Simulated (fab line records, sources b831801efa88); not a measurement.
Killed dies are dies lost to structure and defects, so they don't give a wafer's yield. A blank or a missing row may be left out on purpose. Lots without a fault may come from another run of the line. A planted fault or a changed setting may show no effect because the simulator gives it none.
fab line records | flow sky130
record lots=6 wafers=18 last_day=50
route steps=708 shown FIELD_ISO@13 PAD_OPEN@708
lots that met no fault: from a run of the same line without faults
start_h: hours from the record's first day to the start of the lot's first wafer shown | wait_h: hours since the lot's step before | " the same as in the row above | L1.1+2: a row that stands for several wafers | - no value, or no start given | * or withheld: withheld | < > ~ a bound
route shown NAME@n: a module of which the file shows steps, and the number in the route of the first | usual: mean/standard deviation of fault-free wafers | same: alike in all rows | chamber/n: place in a boat | sites: the reading at each site | _std_site: their standard deviation | _edge_site: outer sites' mean less inner sites' | radius_mm: how far each site lies from the wafer's centre | mask NAME#n: copy n | behind: the tool/chamber that last shaped the wafer | hold: why the lot was held/for how many hours/how that ended | device: the transistor (n, p or np) that didn't switch | end of line: the same wafers' tests at the end of the route | a step without rows: its recipe alone | killed: dies lost to structure and defects at the first sort, not the wafer's yield | map: a wafer's dies, x killed, . not, _ none there
set.NAME: the setting as run; set.NAME@STEP: as run at that earlier step | model.NAME: the simulator's own value behind a step, which no gauge read
lots at some steps of the route; a table a step, a row a wafer
services: from which hour (start_h, from the record's first day; less than 0 if before it) a tool's chamber was out of use, for how many hours, and why
## steps
# step SKY_FIELD_ISO_DEVELOP_12
# recipe develop_time_s=60 resist=KrF-thick dev_temp_c=21
# step SKY_FIELD_ISO_CD_MEAS_13
# recipe target_cd_nm=150
# usual cd_nm=149.4/1.8
# columns lot.wafer tool chamber start_h wait_h cd_nm
L784.1 cd_sem-02 - 30.98 - 150.2
L784.2 " - " " 149.1
L784.3 " - " " 149.7
L792.1 cd_sem-01 - 70.83 - 151.8
L792.4 " - " " 152.0
L792.5 " - " " 150.4
L793.1 cd_sem-01 - 75.45 - 148.9
L793.2 " - " " 149.7
L793.6 " - " " 151.1
L797.1 cd_sem-01 - 98.88 - 151.4
L797.3 " - " " 151.5
L797.6 " - " " 150.9
L800.1 cd_sem-02 - 111.03 - 147.6
L800.3 " - " " 148.7
L800.5 " - " " 147.6
L806.2 cd_sem-02 - 144.67 - 145.2
L806.3 " - " " 146.4
L806.5 " - " " 146.6
# step SKY_FIELD_ISO_ETCH_14
# recipe chemistry=N2/H2 target=BARC ion_energy_ev=200 source_w=500 bias_w=100 pressure_mtorr=30 n2_flow_sccm=100 h2_flow_sccm=200 stop_on=SiO2 time_s=45.9 target_depth_a=600
# usual drypump_motor_current_A=5.7/0.49 oes_product_au=0.854/0.0049 throttle_valve_pct=13.224/0.0083
# columns lot.wafer tool chamber start_h wait_h drypump_motor_current_A oes_product_au rf_hours_counter_h throttle_valve_pct
L784.1 rie_diel-03 0 31.10 0.1 5.3 0.851 66 13.221
L784.2 " 3 " " 5.3 0.859 58 13.228
L784.3 " 2 " " 5.9 0.851 82 13.219
L792.1 rie_diel-04 0 70.95 0.1 5.5 0.855 142 13.224
L792.4 " 3 " " 6.6 0.855 6 13.226
L792.5 " 0 " " 5.5 0.843 - 13.226
L793.1 rie_diel-02 1 75.57 0.1 5.6 0.850 5 13.227
L793.2 " 0 " " 5.4 0.852 66 13.234
L793.6 " 0 " " 5.5 0.847 - 13.237
L797.1 rie_diel-04 0 99.00 0.1 5.5 0.855 143 13.227
L797.3 " 2 " " 5.6 0.849 129 13.227
L797.6 " 3 " " 6.5 0.848 - 13.225
L800.1 rie_diel-02 2 111.15 0.1 6.5 0.845 27 13.220
L800.3 " 0 " " 5.4 0.847 67 13.217
L800.5 " 0 " " 5.4 0.852 - 13.216
L806.2 rie_diel-04 3 144.77 0.1 6.5 0.853 8 13.230
L806.3 " 0 " " 5.5 0.849 144 13.233
L806.5 " 2 " " 5.6 0.853 - 13.224
# step SKY_FIELD_ISO_ETCH_15
# recipe chemistry=CHF3/O2 target_depth_nm=180 stop_on=Si source_w=600 bias_w=200 pressure_mtorr=40 chf3_flow_sccm=50 O2_flow_sccm=5 time_s=72
# usual drypump_motor_current_A=5.7/0.49 oes_product_au=0.944/0.0074 throttle_valve_pct=8.842/0.0092
# columns lot.wafer tool chamber start_h wait_h drypump_motor_current_A oes_product_au rf_hours_counter_h throttle_valve_pct
L784.1 rie_diel-03 0 31.15 0.0 5.3 0.939 66 8.847
L784.2 " 3 " " 5.2 0.938 58 8.838
L784.3 " 2 " " 5.8 0.943 82 8.839
L792.1 rie_diel-04 0 71.00 0.0 5.5 0.948 142 8.830
L792.4 " 3 " " 6.6 0.944 6 8.840
L792.5 " 0 " " 5.5 0.948 - 8.860
L793.1 rie_diel-02 1 75.62 0.0 5.6 0.937 5 8.847
L793.2 " 0 " " 5.4 0.939 66 8.841
L793.6 " 0 " " 5.4 0.936 - 8.847
L797.1 rie_diel-04 0 99.05 0.0 5.6 0.937 143 8.833
L797.3 " 2 " " 5.6 0.938 129 8.836
L797.6 " 3 " " 6.5 0.940 - 8.839
L800.1 rie_diel-02 2 111.20 0.0 6.5 0.947 27 8.839
L800.3 " 0 " " 5.4 0.953 67 8.825
L800.5 " 0 " " 5.4 0.945 - 8.856
L806.2 rie_diel-04 3 144.82 0.0 6.5 0.940 8 8.842
L806.3 " 0 " " 5.5 0.939 144 8.842
L806.5 " 2 " " 5.6 0.942 - 8.848
# step SKY_FIELD_ISO_STRIP_16
# recipe chemistry=O2/N2 power_w=1400 pressure_mtorr=1500 platen_temp_c=withheld o2_flow_sccm=3000 n2_flow_sccm=300 overash_fraction=0.5
# usual drypump_motor_current_A=5.5/0.4 oes_product_au=0.378/0.0047 strip_time_to_endpoint_s=3.539/0.024
# columns lot.wafer tool chamber start_h wait_h drypump_motor_current_A oes_product_au rf_hours_counter_h strip_time_to_endpoint_s
L784.1 plasma_asher-04 0 31.20 0.0 5.8 0.376 35 3.524
L784.2 " 1 " " 5.4 0.370 35 3.514
L784.3 " 0 " " 5.8 0.373 - 3.528
L792.1 plasma_asher-04 0 71.05 0.0 5.8 0.391 39 3.577
L792.4 " 1 " " 5.3 0.378 - 3.495
L792.5 " 0 " " 5.9 0.378 - 3.580
L793.1 plasma_asher-02 0 75.67 0.0 5.8 0.386 26 3.567
L793.2 " 1 " " 4.7 0.382 26 3.538
L793.6 " 0 " " 5.8 0.374 - 3.563
L797.1 plasma_asher-02 1 99.10 0.0 4.7 0.380 28 3.555
L797.3 " 1 " " 4.7 0.374 - 3.519
L797.6 " 0 " " 5.8 0.375 - 3.497
L800.1 plasma_asher-02 1 111.25 0.0 4.7 0.379 30 3.514
L800.3 " 0 " " 5.8 0.373 - 3.526
L800.5 " 1 " " 4.7 0.375 - 3.517
L806.2 plasma_asher-03 1 144.87 0.0 5.6 0.380 45 3.528
L806.3 " 1 " " 5.6 0.385 - 3.558
L806.5 " 0 " " 5.5 0.379 - 3.532
# step SKY_FIELD_ISO_ETCH_17
# recipe target_depth_a=3420 mask_material=Si3N4 chemistry=HBr/Cl2/O2 target=Si taper_deg=5 icp_w=600 bias_w=150 pressure_mtorr=15 HBr_flow_sccm=150 Cl2_flow_sccm=40 O2_flow_sccm=6 time_s=97.7
# usual drypump_motor_current_A=5.9/0.5 oes_product_au=0.998/0.0074 throttle_valve_pct=25.658/0.011
# columns lot.wafer tool chamber start_h wait_h drypump_motor_current_A oes_product_au rf_hours_counter_h throttle_valve_pct
L784.1 rie_si-02 3 31.30 0.1 6.5 0.998 126 25.641
L784.2 " 0 " " 6.4 0.989 4 25.659
L784.3 " 1 " " 6.1 0.990 56 25.652
L792.1 rie_si-02 0 71.15 0.1 6.4 1.001 4 25.643
L792.4 " 3 " " 6.5 1.001 126 25.671
L792.5 " 2 " " 5.6 0.997 - 25.657
L793.1 rie_si-02 2 75.77 0.1 5.5 1.003 23 25.642
L793.2 " 1 " " 6.1 0.993 56 25.637
L793.6 " 3 " " 6.5 0.988 - 25.658
L797.1 rie_si-02 1 99.20 0.1 6.0 1.003 57 25.667
L797.3 " 3 " " 6.5 0.999 126 25.665
L797.6 " 2 " " 5.6 1.004 - 25.654
L800.1 rie_si-02 0 111.35 0.1 6.4 1.000 4 25.640
L800.3 " 2 " " 5.6 0.999 23 25.650
L800.5 " 2 " " 5.6 1.000 - 25.656
L806.2 rie_si-02 1 144.97 0.1 6.1 1.008 57 25.657
L806.3 " 3 " " 6.5 0.993 127 25.652
L806.5 " 0 " " 6.4 0.997 - 25.666
# step SKY_FIELD_ISO_WET_ETCH_18
# recipe chemistry=H3PO4 target_depth_nm=25 temp_c=160 target=Si3N4 time_s=286
# step SKY_FIELD_ISO_CLEAN_19
# recipe chemistry=SC1/SC2 mix=1:4:20 temp_c=70 time_s=150
# step SKY_FIELD_ISO_CLEAN_20
# recipe chemistry=dHF time_s=20 dilution=100:1
# step SKY_FIELD_ISO_WET_ETCH_21
# recipe chemistry=dHF dilution=100:1 target_depth_nm=20 dry=ipa_marangoni target=SiO2 temp_c=25 time_s=400
# step SKY_FIELD_ISO_OXIDATION_22
# recipe temp_c=950 ambient=O2 stabilise_s=600 purge_s=300 target_thk_a=100 ox_time_s=623
# step SKY_FIELD_ISO_THK_MEAS_23
# recipe reads=SiO2_of_FIELD_ISO_OXIDATION_22
# usual FIELD_ISO_OXIDATION_01_THK=9.91/0.18
# columns lot.wafer tool chamber start_h wait_h FIELD_ISO_OXIDATION_01_THK[nm]
L784.1 film_metro-03 - 33.53 0.0 10.01
L784.2 " - " " 10.17
L784.3 " - " " 9.89
L792.1 film_metro-01 - 75.87 0.0 9.84
L792.4 " - " " 10.06
L792.5 " - " " 9.95
L793.1 film_metro-02 - 79.95 0.0 10.08
L793.2 " - " " 9.95
L793.6 " - " " 10.01
L797.1 film_metro-02 - 100.72 0.0 9.90
L797.3 " - " " 10.08
L797.6 " - " " 9.79
L800.1 film_metro-02 - 114.28 0.0 9.78
L800.3 " - " " 9.70
L800.5 " - " " 10.02
L806.2 film_metro-02 - 147.10 0.0 9.65
L806.3 " - " " 9.70
L806.5 " - " " 9.76
# step SKY_FIELD_ISO_CVD_24
# recipe material=SiO2 target_thk_nm=595 temp_c=650 sigma_open_frac=0.3 time_s=99.2 sih4_flow_sccm=60 pressure_mtorr=6
# usual susceptor_temp_C=650.0/0.31
# columns lot.wafer tool chamber start_h wait_h susceptor_temp_C model.SiO2_of_FIELD_ISO_CVD_24.thk_nm
L784.1 hdpcvd-01 0 33.59 0.1 649.9 587.7
L784.2 " 2 " " 649.6 597.5
L784.3 " 1 " " 650.3 588.9
L792.1 hdpcvd-02 1 75.93 0.1 650.0 590.6
L792.4 " 1 " " 650.0 588
L792.5 " 0 " " 649.9 933.1
L793.1 hdpcvd-02 2 80.01 0.1 650.4 593.9
L793.2 " 1 " " 649.8 926.5
L793.6 " 2 " " 650.0 599.9
L797.1 hdpcvd-01 2 100.78 0.1 650.3 582.6
L797.3 " 0 " " 649.8 594.1
L797.6 " 1 " " 650.5 592.5
L800.1 hdpcvd-01 1 114.34 0.1 650.5 580.8
L800.3 " 0 " " 650.0 580.9
L800.5 " 1 " " 649.9 590
L806.2 hdpcvd-02 2 147.15 0.0 650.1 598.6
L806.3 " 1 " " 650.2 598.2
L806.5 " 0 " " 649.7 593.3
# step SKY_FIELD_ISO_THK_MEAS_25
# recipe reads=SiO2_of_FIELD_ISO_CVD_24
# usual FIELD_ISO_CVD_24_THK=593/5.1
# columns lot.wafer tool chamber start_h wait_h FIELD_ISO_CVD_24_THK[nm]
L784.1 film_metro-02 - 33.67 0.0 588
L784.2 " - " " 598
L784.3 " - " " 589
L792.1 film_metro-01 - 76.00 0.0 591
L792.4 " - " " 588
L792.5 " - " " 933
L793.1 film_metro-02 - 80.08 0.0 594
L793.2 " - " " 926
L793.6 " - " " 600
L797.1 film_metro-01 - 100.85 0.0 583
L797.3 " - " " 594
L797.6 " - " " 593
L800.1 film_metro-02 - 114.41 0.0 581
L800.3 " - " " 581
L800.5 " - " " 590
L806.2 film_metro-01 - 147.23 0.0 599
L806.3 " - " " 598
L806.5 " - " " 593
# step SKY_FIELD_ISO_ANNEAL_26
# recipe temp_c=1000 time_s=1800 ambient=N2
# step SKY_FIELD_ISO_CMP_27
# recipe stop_on=Si3N4 t_overpolish_s=16 down_force_psi=4 platen_rpm=60 target_thk_nm=457.8 pad_velocity_m_s=0.94248
# usual motor_current_A=12.4/0.77 slurry_flow_ml_min=150.0/0.43 time_to_endpoint_s=111/3.5
# columns lot.wafer tool chamber start_h wait_h motor_current_A slurry_flow_ml_min time_to_endpoint_s
L784.1 cmp-02 1 35.65 0.0 11.8 150.7 110
L784.2 " 2 " " 12.1 149.5 117
L784.3 " 3 " " 12.7 150.6 108
L792.1 cmp-02 2 80.11 0.0 12.3 149.2 112
L792.4 " 3 " " 13.1 149.8 106
L792.5 " 2 " " 12.0 149.9 171
L793.2 cmp-01 3 84.05 0.0 12.3 149.8 172
L793.1 " 2 " " 11.5 150.2 112
L793.6 " 0 " " 11.4 150.7 111
L797.1 cmp-02 0 103.50 0.3 14.1 149.8 106
L797.3 " 3 " " 13.7 150.6 107
L797.6 " 1 " " 11.7 149.5 108
L800.3 cmp-02 3 115.97 0.0 13.1 150.2 109
L800.1 " 0 " " 13.2 150.3 113
L800.5 " 3 " " 13.1 149.8 111
L806.3 cmp-02 2 148.97 0.2 12.4 150.0 115
L806.2 " 0 " " 13.0 150.1 116
L806.5 " 3 " " 13.5 149.4 112
# step SKY_FIELD_ISO_WET_ETCH_28
# recipe chemistry=dHF target_depth_nm=23.7 target=SiO2 dilution=10:1 temp_c=25 time_s=47
# step SKY_PAD_OPEN_PROBE_99
# usual killed_at_M0_to_M3=44/7 killed_at_M4_up=3.0/1.7 killed_at_contacts=24/5.2 killed_at_front_end=15/4.8 killed_at_other=0.2/0.56 killed_dies=86/9.7 killed_open=47/7.1 killed_short=39/6.3
# same gross_dies=492 killed_at_back_side=0
# columns lot.wafer tool chamber start_h wait_h killed_at_M0_to_M3 killed_at_M4_up killed_at_contacts killed_at_front_end killed_at_other killed_dies killed_open killed_short
L784.1 prober-02 - 1077.94 0.1 55 3 24 19 0 101 49 51
L784.2 prober-02 - 1077.99 0.1 53 2 20 19 0 94 58 36
L784.3 prober-02 - 1078.04 0.2 52 2 16 19 0 89 53 34
L792.1 prober-02 - 1137.29 0.1 54 3 16 16 0 89 43 46
L792.4 prober-02 - 1137.44 0.2 43 1 15 10 0 69 33 36
L792.5 prober-02 - 1137.49 0.2 42 2 22 14 0 80 44 36
L793.1 prober-01 - 1139.41 0.1 38 4 32 22 0 96 54 42
L793.2 prober-01 - 1139.46 0.1 30 1 27 18 0 76 47 29
L793.6 prober-01 - 1139.66 0.2 41 2 27 21 0 91 51 40
# killed by level:class
L784.1 FIELD_ISO:geometric_particle:short=10 VIA1:geometric_particle:open=9 VIA1:geometric_particle:short=8 FIELD_ISO:geometric_particle:open=7 LI_CONTACT:geometric_particle:open=7 CONTACT:geometric_particle:open=7 VIA2:geometric_particle:open=7 METAL2:geometric_particle:short=7
L784.2 VIA1:geometric_particle:open=12 VIA2:geometric_particle:open=11 CONTACT:geometric_particle:open=9 METAL1:geometric_particle:short=7 FIELD_ISO:geometric_particle:open=6 VIA1:geometric_particle:short=6 POLY_GATE:geometric_particle:open=5 METAL2:geometric_particle:short=5
L784.3 VIA1:geometric_particle:open=13 VIA2:geometric_particle:open=9 METAL2:geometric_particle:short=8 CONTACT:geometric_particle:open=7 POLY_GATE:geometric_particle:open=6 METAL1:geometric_particle:short=5 FIELD_ISO:geometric_particle:open=4 LI_CONTACT:geometric_particle:open=4
L792.1 VIA1:geometric_particle:open=14 METAL2:geometric_particle:short=9 VIA3:geometric_particle:open=8 CONTACT:geometric_particle:open=7 FIELD_ISO:geometric_particle:short=6 LOCAL_INTERCONNECT:geometric_particle:short=5 VIA2:geometric_particle:open=5 POLY_GATE:geometric_particle:open=4
L792.4 METAL2:geometric_particle:short=11 CONTACT:geometric_particle:open=8 VIA1:geometric_particle:open=7 POLY_GATE:geometric_particle:short=5 VIA2:geometric_particle:open=5 CONTACT:geometric_particle:short=4 POLY_GATE:geometric_particle:open=3 METAL1:geometric_particle:short=3
L792.5 CONTACT:geometric_particle:open=12 VIA1:geometric_particle:open=8 METAL2:geometric_particle:short=6 POLY_GATE:geometric_particle:open=5 METAL1:geometric_particle:short=5 METAL3:geometric_particle:short=5 VIA3:geometric_particle:open=4 LI_CONTACT:geometric_particle:open=4
L793.1 VIA1:geometric_particle:open=13 CONTACT:geometric_particle:open=12 METAL2:geometric_particle:short=9 FIELD_ISO:geometric_particle:open=7 CONTACT:geometric_particle:short=6 LI_CONTACT:geometric_particle:open=5 FIELD_ISO:geometric_particle:short=4 POLY_GATE:geometric_particle:short=4
L793.2 CONTACT:geometric_particle:open=12 VIA1:geometric_particle:open=9 FIELD_ISO:geometric_particle:open=6 LI_CONTACT:geometric_particle:open=6 VIA2:geometric_particle:open=5 FIELD_ISO:geometric_particle:short=4 VIA1:geometric_particle:short=4 POLY_GATE:geometric_particle:open=4
L793.6 VIA1:geometric_particle:open=11 POLY_GATE:geometric_particle:open=8 CONTACT:geometric_particle:short=8 CONTACT:geometric_particle:open=8 LI_CONTACT:geometric_particle:open=6 VIA2:geometric_particle:open=6 FIELD_ISO:geometric_particle:open=5 VIA3:geometric_particle:open=5
## services
# columns tool chamber start_h hours kind
hdpcvd-02 - 9.52 2.8 pm
hdpcvd-02 2 12.34 27.5 repair
cmp-01 - 18.48 1.7 repair
rie_si-02 1 20.53 9.2 repair
cmp-02 - 42.81 0.6 repair
hdpcvd-02 2 47.80 6.5 repair
rie_diel-04 - 49.12 0.7 repair
cmp-02 - 54.04 7.0 pm
cmp-01 - 64.00 4.0 pm
hdpcvd-01 - 66.75 15.0 pm
hdpcvd-01 2 76.79 13.2 repair
hdpcvd-01 - 86.74 1.8 repair
rie_diel-04 2 89.24 1.2 repair
hdpcvd-01 - 93.40 5.5 pm
rie_diel-03 1 95.32 4.2 repair
cmp-01 - 100.57 49.6 repair
rie_diel-04 - 105.37 0.5 repair
plasma_asher-04 - 108.75 9.0 pm
hdpcvd-01 0 121.25 12.0 repair
cmp-02 - 122.04 2.9 repair
plasma_asher-04 - 127.10 0.7 repair
cmp-02 - 128.84 5.2 repair
rie_diel-02 3 138.93 6.3 repair
rie_diel-03 1 148.55 5.0 repair
## key
first_sign step=SKY_FIELD_ISO_THK_MEAS_25 reading=FIELD_ISO_CVD_24_THK direction=up sigmas=66 usual=593 struck=930
effect step=SKY_FIELD_ISO_CMP_27 reading=time_to_endpoint_s direction=up sigmas=17 usual=* struck=*
model_effect step=SKY_FIELD_ISO_CVD_24 value=SiO2_of_FIELD_ISO_CVD_24.thk_nm without=595.8 struck=929.8
met_at SKY_FIELD_ISO_CVD_24
struck_wafers L792.5,L793.2
tester_left_out L792,L793
fault kind=process_parameter_drift tool=hdpcvd-02 chamber=- onset_h=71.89 steps=SKY_FIELD_ISO_CVD_24 channel=target_thk_nm offset=334.03 shape=step end_h=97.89 scope=struck_wafers_only acts_in=these_recipes_only stated=595
# tester_left_out: of these lots the tester's yield and bins aren't shown, on N5 and GAA mostly nor the transistor test; their killed dies are dies lost to structure and defects alone, not to doping, threshold or leakage, so they don't give the yield
